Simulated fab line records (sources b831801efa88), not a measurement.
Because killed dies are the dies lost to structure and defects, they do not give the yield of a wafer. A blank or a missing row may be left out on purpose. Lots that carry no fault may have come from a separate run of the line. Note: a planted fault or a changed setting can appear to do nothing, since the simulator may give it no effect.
fab line records ; flow sky130
record: lots: 24; wafers: 72; last_day: 50
route steps=708 shown VT_ADJUST_LVTN@115 SD_P@327 VIA2@508 METAL3@564 VIA3@586
lots that met no fault: taken from a fault-free run of the same line
start_h: hours from the record's opening day to when the first of the lot's shown wafers began ; wait_h: time in hours since the lot's previous step ; " same as the row above ; L1.1+2: a row that stands for several wafers ; - no value present, or no start provided ; * or withheld: withheld ; < > ~ a bound
route shown NAME@n: a module of which the file shows steps, and the number in the route of the first ; usual: average and standard deviation across the fault-free wafers ; same: alike in all rows ; chamber/n: place in a boat ; sites: readings site by site ; _std_site: their standard deviation ; _edge_site: mean of outer sites minus mean of inner sites ; radius_mm: how far each site lies from the wafer's centre ; mask NAME#n: copy n ; behind: tool/chamber where the wafer was last shaped ; hold: the reason the lot was held/the length of the hold in hours/how it ended ; device: whichever transistor did not switch (one of n, p or np) ; end of line: the same wafers' tests at the end of the route ; a step without rows: its recipe alone ; killed: dies lost to structure and defects at the first sort, not the wafer's yield ; map: dies across one wafer; x = killed, . = not, _ = none there
set.NAME: the run value of the setting; set.NAME@STEP: its run value at that earlier step ; model.NAME: the simulator's own value behind a step, which no gauge read
one table for each step of the route and one row for each wafer, over a sample of lots
== steps ==
step: SKY_VT_ADJUST_LVTN_OVL_MEAS_18
usual: VT_ADJUST_LVTN_01_OVL: 1.0/1.4
lot.wafer;tool;chamber;start_h;wait_h;VT_ADJUST_LVTN_01_OVL[nm]
L074.1;overlay-01;-;157.49;0.1;1.7
L074.2;overlay-01;-;157.49;0.1;3.2
L074.6;overlay-01;-;157.49;0.1;1.7
L075.2;overlay-02;-;165.58;0.1;0.2
L075.3;overlay-02;-;165.58;0.1;-2.6
L075.4;overlay-02;-;165.58;0.1;1.0
L076.4;overlay-01;-;172.03;0.1;1.0
L076.5;overlay-01;-;172.03;0.1;1.5
L076.6;overlay-01;-;172.03;0.1;2.3
L077.3;overlay-01;-;181.05;0.1;2.0
L077.4;overlay-01;-;181.05;0.1;2.5
L077.5;overlay-01;-;181.05;0.1;2.2
L078.3;overlay-01;-;184.84;0.1;0.9
L078.5;overlay-01;-;184.84;0.1;0.4
L078.6;overlay-01;-;184.84;0.1;-0.3
L079.1;overlay-01;-;196.23;0.1;0.5
L079.4;overlay-01;-;196.23;0.1;-0.3
L079.6;overlay-01;-;196.23;0.1;-0.4
L080.1;overlay-02;-;204.91;0.1;2.1
L080.3;overlay-02;-;204.91;0.1;1.1
L080.5;overlay-02;-;204.91;0.1;2.3
L081.1;overlay-02;-;212.56;0.1;4.3
L081.2;overlay-02;-;212.56;0.1;2.0
L081.3;overlay-02;-;212.56;0.1;3.4
L082.1;overlay-01;-;217.68;0.1;-1.1
L082.2;overlay-01;-;217.68;0.1;0.0
L082.3;overlay-01;-;217.68;0.1;0.6
L083.1;overlay-02;-;221.81;0.1;3.0
L083.4;overlay-02;-;221.81;0.1;1.2
L083.6;overlay-02;-;221.81;0.1;2.0
L084.1;overlay-02;-;229.01;0.1;1.8
L084.3;overlay-02;-;229.01;0.1;0.8
L084.4;overlay-02;-;229.01;0.1;2.9
L085.2;overlay-02;-;237.02;0.1;0.6
L085.3;overlay-02;-;237.02;0.1;1.5
L085.4;overlay-02;-;237.02;0.1;1.7
L086.3;overlay-02;-;241.85;0.1;-1.3
L086.4;overlay-02;-;241.85;0.1;-1.3
L086.6;overlay-02;-;241.85;0.1;0.3
L087.2;overlay-01;-;251.00;0.1;-0.1
L087.3;overlay-01;-;251.00;0.1;1.9
L087.5;overlay-01;-;251.00;0.1;1.5
L088.3;overlay-01;-;254.60;0.1;1.0
L088.5;overlay-01;-;254.60;0.1;2.0
L088.6;overlay-01;-;254.60;0.1;0.8
L089.2;overlay-02;-;257.78;0.1;-0.2
L089.5;overlay-02;-;257.78;0.1;2.0
L089.6;overlay-02;-;257.78;0.1;1.2
L090.2;overlay-02;-;274.88;0.1;1.1
L090.5;overlay-02;-;274.88;0.1;0.8
L090.6;overlay-02;-;274.88;0.1;1.7
L091.1;overlay-02;-;275.18;0.1;0.8
L091.4;overlay-02;-;275.18;0.1;2.0
L091.5;overlay-02;-;275.18;0.1;1.7
L092.1;overlay-01;-;282.03;0.1;3.3
L092.5;overlay-01;-;282.03;0.1;1.7
L092.6;overlay-01;-;282.03;0.1;3.4
L093.2;overlay-01;-;290.62;0.1;1.5
L093.3;overlay-01;-;290.62;0.1;1.7
L093.5;overlay-01;-;290.62;0.1;2.0
L094.3;overlay-01;-;295.80;0.1;-0.8
L094.5;overlay-01;-;295.80;0.1;-0.1
L094.6;overlay-01;-;295.80;0.1;-1.5
L095.1;overlay-02;-;306.68;0.1;-2.2
L095.2;overlay-02;-;306.68;0.1;-1.2
L095.6;overlay-02;-;306.68;0.1;0.5
L096.1;overlay-01;-;319.41;0.1;-0.4
L096.3;overlay-01;-;319.41;0.1;1.2
L096.5;overlay-01;-;319.41;0.1;0.4
L097.2;overlay-01;-;328.12;0.1;2.0
L097.3;overlay-01;-;328.12;0.1;2.5
L097.5;overlay-01;-;328.12;0.1;2.8
step: SKY_SD_P_CD_MEAS_07
recipe: target_cd_nm: 380
usual: cd_nm: 379.6/2.7
lot.wafer;tool;chamber;start_h;wait_h;cd_nm
L074.1;cd_sem-01;-;583.03;0.1;377.7
L074.2;cd_sem-01;-;583.03;0.1;378.3
L074.6;cd_sem-01;-;583.03;0.1;377.4
L075.2;cd_sem-01;-;595.96;0.1;377.8
L075.3;cd_sem-01;-;595.96;0.1;379.9
L075.4;cd_sem-01;-;595.96;0.1;380.1
L076.4;cd_sem-02;-;604.24;0.1;381.4
L076.5;cd_sem-02;-;604.24;0.1;378.4
L076.6;cd_sem-02;-;604.24;0.1;380.1
L077.3;cd_sem-02;-;615.60;0.1;385.9
L077.4;cd_sem-02;-;615.60;0.1;385.7
L077.5;cd_sem-02;-;615.60;0.1;385.5
L078.3;cd_sem-02;-;623.78;0.1;381.3
L078.5;cd_sem-02;-;623.78;0.1;380.1
L078.6;cd_sem-02;-;623.78;0.1;381.8
L079.1;cd_sem-02;-;635.38;0.1;376.7
L079.4;cd_sem-02;-;635.38;0.1;377.5
L079.6;cd_sem-02;-;635.38;0.1;375.2
L080.1;cd_sem-01;-;647.44;0.1;379.0
L080.3;cd_sem-01;-;647.44;0.1;378.3
L080.5;cd_sem-01;-;647.44;0.1;380.2
L081.1;cd_sem-02;-;654.03;0.1;382.7
L081.2;cd_sem-02;-;654.03;0.1;383.6
L081.3;cd_sem-02;-;654.03;0.1;382.7
L082.1;cd_sem-01;-;659.98;0.1;379.5
L082.2;cd_sem-01;-;659.98;0.1;380.0
L082.3;cd_sem-01;-;659.98;0.1;378.9
L083.1;cd_sem-01;-;662.59;0.1;379.3
L083.4;cd_sem-01;-;662.59;0.1;381.5
L083.6;cd_sem-01;-;662.59;0.1;381.8
L084.1;cd_sem-01;-;678.63;0.1;380.9
L084.3;cd_sem-01;-;678.63;0.1;378.1
L084.4;cd_sem-01;-;678.63;0.1;380.0
L085.2;cd_sem-02;-;687.63;0.1;379.6
L085.3;cd_sem-02;-;687.63;0.1;381.9
L085.4;cd_sem-02;-;687.63;0.1;380.1
L086.3;cd_sem-01;-;690.58;0.1;380.1
L086.4;cd_sem-01;-;690.58;0.1;380.0
L086.6;cd_sem-01;-;690.58;0.1;379.7
L087.2;cd_sem-02;-;699.78;0.1;377.6
L087.3;cd_sem-02;-;699.78;0.1;377.4
L087.5;cd_sem-02;-;699.78;0.1;375.7
L088.3;cd_sem-01;-;705.43;0.1;375.3
L088.5;cd_sem-01;-;705.43;0.1;377.9
L088.6;cd_sem-01;-;705.43;0.1;378.8
L089.2;cd_sem-01;-;709.75;0.1;373.8
L089.5;cd_sem-01;-;709.75;0.1;375.4
L089.6;cd_sem-01;-;709.75;0.1;373.8
L090.2;cd_sem-01;-;726.80;0.1;381.5
L090.5;cd_sem-01;-;726.80;0.1;384.5
L090.6;cd_sem-01;-;726.80;0.1;384.4
L091.1;cd_sem-02;-;728.08;0.1;380.8
L091.4;cd_sem-02;-;728.08;0.1;378.2
L091.5;cd_sem-02;-;728.08;0.1;381.3
L092.1;cd_sem-01;-;739.68;0.1;379.2
L092.5;cd_sem-01;-;739.68;0.1;378.9
L092.6;cd_sem-01;-;739.68;0.1;379.0
L093.2;cd_sem-01;-;744.60;0.1;383.9
L093.3;cd_sem-01;-;744.60;0.1;382.2
L093.5;cd_sem-01;-;744.60;0.1;383.3
L094.3;cd_sem-01;-;754.13;0.1;380.7
L094.5;cd_sem-01;-;754.13;0.1;380.3
L094.6;cd_sem-01;-;754.13;0.1;378.1
L095.1;cd_sem-02;-;762.68;0.1;381.1
L095.2;cd_sem-02;-;762.68;0.1;378.6
L095.6;cd_sem-02;-;762.68;0.1;376.5
L096.1;cd_sem-01;-;774.71;0.1;374.0
L096.3;cd_sem-01;-;774.71;0.1;375.9
L096.5;cd_sem-01;-;774.71;0.1;375.9
L097.2;cd_sem-02;-;782.10;0.1;379.7
L097.3;cd_sem-02;-;782.10;0.1;381.8
L097.5;cd_sem-02;-;782.10;0.1;381.3
step: SKY_VIA2_THK_MEAS_01
recipe: reads: SiO2_of_VIA2_HDPCVD_00
usual: VIA2_HDPCVD_THK: 1179/14
lot.wafer;tool;chamber;start_h;wait_h;VIA2_HDPCVD_THK[nm]
L074.1;film_metro-01;-;819.24;0.1;1180
L074.2;film_metro-01;-;819.24;0.1;1200
L074.6;film_metro-01;-;819.24;0.1;1202
L075.2;film_metro-03;-;833.15;0.1;1183
L075.3;film_metro-03;-;833.15;0.1;1183
L075.4;film_metro-03;-;833.15;0.1;1185
L076.4;film_metro-02;-;838.60;0.0;1159
L076.5;film_metro-02;-;838.60;0.0;1162
L076.6;film_metro-02;-;838.60;0.0;1152
L077.3;film_metro-03;-;848.25;0.1;1192
L077.4;film_metro-03;-;848.25;0.1;1187
L077.5;film_metro-03;-;848.25;0.1;1184
L078.3;film_metro-03;-;856.09;0.1;1188
L078.5;film_metro-03;-;856.09;0.1;1186
L078.6;film_metro-03;-;856.09;0.1;1183
L079.1;film_metro-02;-;865.31;0.1;1150
L079.4;film_metro-02;-;865.31;0.1;1160
L079.6;film_metro-02;-;865.31;0.1;1154
L080.1;film_metro-02;-;874.06;0.1;1183
L080.3;film_metro-02;-;874.06;0.1;1167
L080.5;film_metro-02;-;874.06;0.1;1184
L081.1;film_metro-02;-;881.22;0.1;1185
L081.2;film_metro-02;-;881.22;0.1;1186
L081.3;film_metro-02;-;881.22;0.1;1199
L082.1;film_metro-01;-;888.65;0.1;1187
L082.2;film_metro-01;-;888.65;0.1;1187
L082.3;film_metro-01;-;888.65;0.1;1191
L083.1;film_metro-02;-;889.72;0.1;1185
L083.4;film_metro-02;-;889.72;0.1;1181
L083.6;film_metro-02;-;889.72;0.1;1180
L084.1;film_metro-01;-;904.43;0.1;1160
L084.3;film_metro-01;-;904.43;0.1;1182
L084.4;film_metro-01;-;904.43;0.1;1188
L085.2;film_metro-01;-;911.42;0.1;1199
L085.3;film_metro-01;-;911.42;0.1;1176
L085.4;film_metro-01;-;911.42;0.1;1173
L086.3;film_metro-01;-;916.65;0.1;1182
L086.4;film_metro-01;-;916.65;0.1;1189
L086.6;film_metro-01;-;916.65;0.1;1178
L087.2;film_metro-02;-;920.81;0.1;1180
L087.3;film_metro-02;-;920.81;0.1;1192
L087.5;film_metro-02;-;920.81;0.1;1188
L088.3;film_metro-02;-;924.72;0.1;1165
L088.5;film_metro-02;-;924.72;0.1;1167
L088.6;film_metro-02;-;924.72;0.1;1164
L089.2;film_metro-03;-;927.87;0.1;1182
L089.5;film_metro-03;-;927.87;0.1;1186
L089.6;film_metro-03;-;927.87;0.1;1199
L090.2;film_metro-03;-;944.90;0.1;1184
L090.5;film_metro-03;-;944.90;0.1;1170
L090.6;film_metro-03;-;944.90;0.1;1182
L091.1;film_metro-02;-;945.70;0.1;1185
L091.4;film_metro-02;-;945.70;0.1;1167
L091.5;film_metro-02;-;945.70;0.1;1188
L092.1;film_metro-03;-;955.54;0.1;1185
L092.5;film_metro-03;-;955.54;0.1;1188
L092.6;film_metro-03;-;955.54;0.1;1190
L093.2;film_metro-02;-;961.19;0.1;1157
L093.3;film_metro-02;-;961.19;0.1;1173
L093.5;film_metro-02;-;961.19;0.1;1160
L094.3;film_metro-02;-;970.06;0.1;1176
L094.5;film_metro-02;-;970.06;0.1;1184
L094.6;film_metro-02;-;970.06;0.1;1190
L095.1;film_metro-01;-;976.63;0.1;1159
L095.2;film_metro-01;-;976.63;0.1;1156
L095.6;film_metro-01;-;976.63;0.1;1162
L096.1;film_metro-02;-;989.23;0.1;1185
L096.3;film_metro-02;-;989.23;0.1;1173
L096.5;film_metro-02;-;989.23;0.1;1159
L097.2;film_metro-03;-;993.34;0.1;1166
L097.3;film_metro-03;-;993.34;0.1;1175
L097.5;film_metro-03;-;993.34;0.1;1180
step: SKY_VIA2_RS_MEAS_22
recipe: thk_meas_gauge: four-point-probe; reads: W_of_VIA2_CVD_21+TiN_of_VIA2_SPUTTER_20
usual: VIA2_W_RS: 0.270/0.0062
lot.wafer;tool;chamber;start_h;wait_h;VIA2_W_RS[ohm/sq]
L074.1;film_metro-03;-;846.38;0.1;0.275
L074.2;film_metro-03;-;846.38;0.1;0.274
L074.6;film_metro-03;-;846.38;0.1;0.276
L075.2;film_metro-02;-;860.71;0.1;0.262
L075.3;film_metro-02;-;860.71;0.1;0.262
L075.4;film_metro-02;-;860.71;0.1;0.277
L076.4;film_metro-01;-;865.35;0.1;0.278
L076.5;film_metro-01;-;865.35;0.1;0.277
L076.6;film_metro-01;-;865.35;0.1;0.261
L077.3;film_metro-02;-;874.90;0.1;0.269
L077.4;film_metro-02;-;874.90;0.1;0.272
L077.5;film_metro-02;-;874.90;0.1;0.272
L078.3;film_metro-03;-;883.03;0.1;0.270
L078.5;film_metro-03;-;883.03;0.1;0.274
L078.6;film_metro-03;-;883.03;0.1;0.269
L079.1;film_metro-01;-;892.66;0.1;0.261
L079.4;film_metro-01;-;892.66;0.1;0.273
L079.6;film_metro-01;-;892.66;0.1;0.273
L080.1;film_metro-01;-;900.74;0.1;0.274
L080.3;film_metro-01;-;900.74;0.1;0.263
L080.5;film_metro-01;-;900.74;0.1;0.278
L081.1;film_metro-03;-;908.16;0.1;0.270
L081.2;film_metro-03;-;908.16;0.1;0.275
L081.3;film_metro-03;-;908.16;0.1;0.275
L082.1;film_metro-02;-;915.48;0.1;0.271
L082.2;film_metro-02;-;915.48;0.1;0.277
L082.3;film_metro-02;-;915.48;0.1;0.270
L083.1;film_metro-01;-;916.91;0.1;0.265
L083.4;film_metro-01;-;916.91;0.1;0.272
L083.6;film_metro-01;-;916.91;0.1;0.277
L084.1;film_metro-01;-;929.60;0.1;0.258
L084.3;film_metro-01;-;929.60;0.1;0.273
L084.4;film_metro-01;-;929.60;0.1;0.257
L085.2;film_metro-01;-;937.23;0.1;0.268
L085.3;film_metro-01;-;937.23;0.1;0.272
L085.4;film_metro-01;-;937.23;0.1;0.267
L086.3;film_metro-01;-;942.18;0.1;0.260
L086.4;film_metro-01;-;942.18;0.1;0.275
L086.6;film_metro-01;-;942.18;0.1;0.263
L087.2;film_metro-02;-;947.21;0.1;0.275
L087.3;film_metro-02;-;947.21;0.1;0.277
L087.5;film_metro-02;-;947.21;0.1;0.273
L088.3;film_metro-01;-;950.68;0.1;0.260
L088.5;film_metro-01;-;950.68;0.1;0.276
L088.6;film_metro-01;-;950.68;0.1;0.261
L089.2;film_metro-03;-;953.33;0.1;0.274
L089.5;film_metro-03;-;953.33;0.1;0.274
L089.6;film_metro-03;-;953.33;0.1;0.269
L090.2;film_metro-03;-;969.89;0.1;0.271
L090.5;film_metro-03;-;969.89;0.1;0.274
L090.6;film_metro-03;-;969.89;0.1;0.265
L091.1;film_metro-03;-;971.03;0.1;0.264
L091.4;film_metro-03;-;971.03;0.1;0.276
L091.5;film_metro-03;-;971.03;0.1;0.276
L092.1;film_metro-03;-;980.56;0.1;0.262
L092.5;film_metro-03;-;980.56;0.1;0.263
L092.6;film_metro-03;-;980.56;0.1;0.279
L093.2;film_metro-02;-;986.91;0.1;0.269
L093.3;film_metro-02;-;986.91;0.1;0.269
L093.5;film_metro-02;-;986.91;0.1;0.271
L094.3;film_metro-01;-;995.86;0.1;0.269
L094.5;film_metro-01;-;995.86;0.1;0.275
L094.6;film_metro-01;-;995.86;0.1;0.267
L095.1;film_metro-02;-;1001.67;0.1;0.275
L095.2;film_metro-02;-;1001.67;0.1;0.261
L095.6;film_metro-02;-;1001.67;0.1;0.276
L096.1;film_metro-02;-;1014.27;0.1;0.275
L096.3;film_metro-02;-;1014.27;0.1;0.279
L096.5;film_metro-02;-;1014.27;0.1;0.258
L097.2;film_metro-02;-;1017.93;0.1;0.265
L097.3;film_metro-02;-;1017.93;0.1;0.275
L097.5;film_metro-02;-;1017.93;0.1;0.266
step: SKY_METAL3_OVL_MEAS_14
usual: METAL3_OVL: 1/5.6
lot.wafer;tool;chamber;start_h;wait_h;METAL3_OVL[nm]
L074.1;overlay-02;-;898.78;0.1;5
L074.2;overlay-02;-;898.78;0.1;-4
L074.6;overlay-02;-;898.78;0.1;7
L075.2;overlay-01;-;912.16;0.1;2
L075.3;overlay-01;-;912.16;0.1;1
L075.4;overlay-01;-;912.16;0.1;3
L076.4;overlay-01;-;918.61;0.1;12
L076.5;overlay-01;-;918.61;0.1;14
L076.6;overlay-01;-;918.61;0.1;3
L077.3;overlay-01;-;924.91;0.1;12
L077.4;overlay-01;-;924.91;0.1;4
L077.5;overlay-01;-;924.91;0.1;8
L078.3;overlay-01;-;935.29;0.1;-4
L078.5;overlay-01;-;935.29;0.1;-3
L078.6;overlay-01;-;935.29;0.1;-2
L079.1;overlay-01;-;943.60;0.1;-1
L079.4;overlay-01;-;943.60;0.1;-1
L079.6;overlay-01;-;943.60;0.1;8
L080.1;overlay-02;-;951.35;0.1;5
L080.3;overlay-02;-;951.35;0.1;2
L080.5;overlay-02;-;951.35;0.1;-4
L081.1;overlay-01;-;959.00;0.1;3
L081.2;overlay-01;-;959.00;0.1;4
L081.3;overlay-01;-;959.00;0.1;-2
L082.1;overlay-02;-;964.55;0.1;11
L082.2;overlay-02;-;964.55;0.1;-2
L082.3;overlay-02;-;964.55;0.1;6
L083.1;overlay-01;-;966.80;0.1;-6
L083.4;overlay-01;-;966.80;0.1;-9
L083.6;overlay-01;-;966.80;0.1;8
L084.1;overlay-02;-;979.28;0.1;-5
L084.3;overlay-02;-;979.28;0.1;-6
L084.4;overlay-02;-;979.28;0.1;-2
L085.2;overlay-02;-;986.81;0.1;2
L085.3;overlay-02;-;986.81;0.1;-1
L085.4;overlay-02;-;986.81;0.1;3
L086.3;overlay-02;-;990.61;0.1;-6
L086.4;overlay-02;-;990.61;0.1;0
L086.6;overlay-02;-;990.61;0.1;12
L087.2;overlay-01;-;995.59;0.1;8
L087.3;overlay-01;-;995.59;0.1;-6
L087.5;overlay-01;-;995.59;0.1;0
L088.3;overlay-02;-;1000.06;0.1;6
L088.5;overlay-02;-;1000.06;0.1;10
L088.6;overlay-02;-;1000.06;0.1;8
L089.2;overlay-02;-;1002.59;0.1;11
L089.5;overlay-02;-;1002.59;0.1;5
L089.6;overlay-02;-;1002.59;0.1;0
L090.2;overlay-02;-;1018.56;0.1;2
L090.5;overlay-02;-;1018.56;0.1;-1
L090.6;overlay-02;-;1018.56;0.1;2
L091.1;overlay-01;-;1019.60;0.1;-4
L091.4;overlay-01;-;1019.60;0.1;0
L091.5;overlay-01;-;1019.60;0.1;-4
L092.1;overlay-02;-;1028.88;0.1;2
L092.5;overlay-02;-;1028.88;0.1;2
L092.6;overlay-02;-;1028.88;0.1;-3
L093.2;overlay-02;-;1034.66;0.1;-2
L093.3;overlay-02;-;1034.66;0.1;4
L093.5;overlay-02;-;1034.66;0.1;7
L094.3;overlay-01;-;1042.89;0.1;-4
L094.5;overlay-01;-;1042.89;0.1;0
L094.6;overlay-01;-;1042.89;0.1;-2
L095.1;overlay-02;-;1048.40;0.1;-10
L095.2;overlay-02;-;1048.40;0.1;-10
L095.6;overlay-02;-;1048.40;0.1;-1
L096.1;overlay-01;-;1060.20;0.1;4
L096.3;overlay-01;-;1060.20;0.1;-3
L096.5;overlay-01;-;1060.20;0.1;-7
L097.2;overlay-02;-;1063.75;0.1;7
L097.3;overlay-02;-;1063.75;0.1;3
L097.5;overlay-02;-;1063.75;0.1;5
step: SKY_VIA3_OVL_MEAS_13
usual: VIA3_OVL: 0/5.5
lot.wafer;tool;chamber;start_h;wait_h;VIA3_OVL[nm]
L074.1;overlay-02;-;925.05;0.1;4
L074.2;overlay-02;-;925.05;0.1;5
L074.6;overlay-02;-;925.05;0.1;8
L075.2;overlay-02;-;938.77;0.1;-5
L075.3;overlay-02;-;938.77;0.1;-7
L075.4;overlay-02;-;938.77;0.1;-9
L076.4;overlay-01;-;946.52;0.1;0
L076.5;overlay-01;-;946.52;0.1;7
L076.6;overlay-01;-;946.52;0.1;2
L077.3;overlay-01;-;951.36;0.1;-2
L077.4;overlay-01;-;951.36;0.1;-9
L077.5;overlay-01;-;951.36;0.1;4
L078.3;overlay-01;-;960.76;0.1;-6
L078.5;overlay-01;-;960.76;0.1;9
L078.6;overlay-01;-;960.76;0.1;5
L079.1;overlay-01;-;969.23;0.1;0
L079.4;overlay-01;-;969.23;0.1;-2
L079.6;overlay-01;-;969.23;0.1;-1
L080.1;overlay-02;-;977.48;0.1;-1
L080.3;overlay-02;-;977.48;0.1;3
L080.5;overlay-02;-;977.48;0.1;-2
L081.1;overlay-01;-;984.25;0.1;-3
L081.2;overlay-01;-;984.25;0.1;-7
L081.3;overlay-01;-;984.25;0.1;-6
L082.1;overlay-01;-;990.01;0.1;4
L082.2;overlay-01;-;990.01;0.1;13
L082.3;overlay-01;-;990.01;0.1;1
L083.1;overlay-02;-;992.15;0.1;-11
L083.4;overlay-02;-;992.15;0.1;-3
L083.6;overlay-02;-;992.15;0.1;-2
L084.1;overlay-01;-;1004.70;0.1;-1
L084.3;overlay-01;-;1004.70;0.1;-6
L084.4;overlay-01;-;1004.70;0.1;-6
L085.2;overlay-02;-;1012.41;0.1;2
L085.3;overlay-02;-;1012.41;0.1;1
L085.4;overlay-02;-;1012.41;0.1;6
L086.3;overlay-02;-;1015.31;0.1;1
L086.4;overlay-02;-;1015.31;0.1;9
L086.6;overlay-02;-;1015.31;0.1;10
L087.2;overlay-02;-;1020.82;0.1;6
L087.3;overlay-02;-;1020.82;0.1;-1
L087.5;overlay-02;-;1020.82;0.1;10
L088.3;overlay-01;-;1024.22;0.1;-5
L088.5;overlay-01;-;1024.22;0.1;-1
L088.6;overlay-01;-;1024.22;0.1;7
L089.2;overlay-02;-;1027.32;0.1;0
L089.5;overlay-02;-;1027.32;0.1;-14
L089.6;overlay-02;-;1027.32;0.1;-3
L090.2;overlay-02;-;1043.07;0.1;-3
L090.5;overlay-02;-;1043.07;0.1;-7
L090.6;overlay-02;-;1043.07;0.1;-11
L091.1;overlay-01;-;1043.53;0.1;-2
L091.4;overlay-01;-;1043.53;0.1;3
L091.5;overlay-01;-;1043.53;0.1;-5
L092.1;overlay-02;-;1052.38;0.1;4
L092.5;overlay-02;-;1052.38;0.1;8
L092.6;overlay-02;-;1052.38;0.1;6
L093.2;overlay-01;-;1058.11;0.1;4
L093.3;overlay-01;-;1058.11;0.1;10
L093.5;overlay-01;-;1058.11;0.1;5
L094.3;overlay-02;-;1065.54;0.1;-4
L094.5;overlay-02;-;1065.54;0.1;1
L094.6;overlay-02;-;1065.54;0.1;-6
L095.1;overlay-02;-;1072.08;0.1;-4
L095.2;overlay-02;-;1072.08;0.1;3
L095.6;overlay-02;-;1072.08;0.1;-3
L096.1;overlay-02;-;1083.06;0.1;-9
L096.3;overlay-02;-;1083.06;0.1;-3
L096.5;overlay-02;-;1083.06;0.1;-3
L097.2;overlay-02;-;1086.67;0.1;2
L097.3;overlay-02;-;1086.67;0.1;8
L097.5;overlay-02;-;1086.67;0.1;6
== key ==
fault none
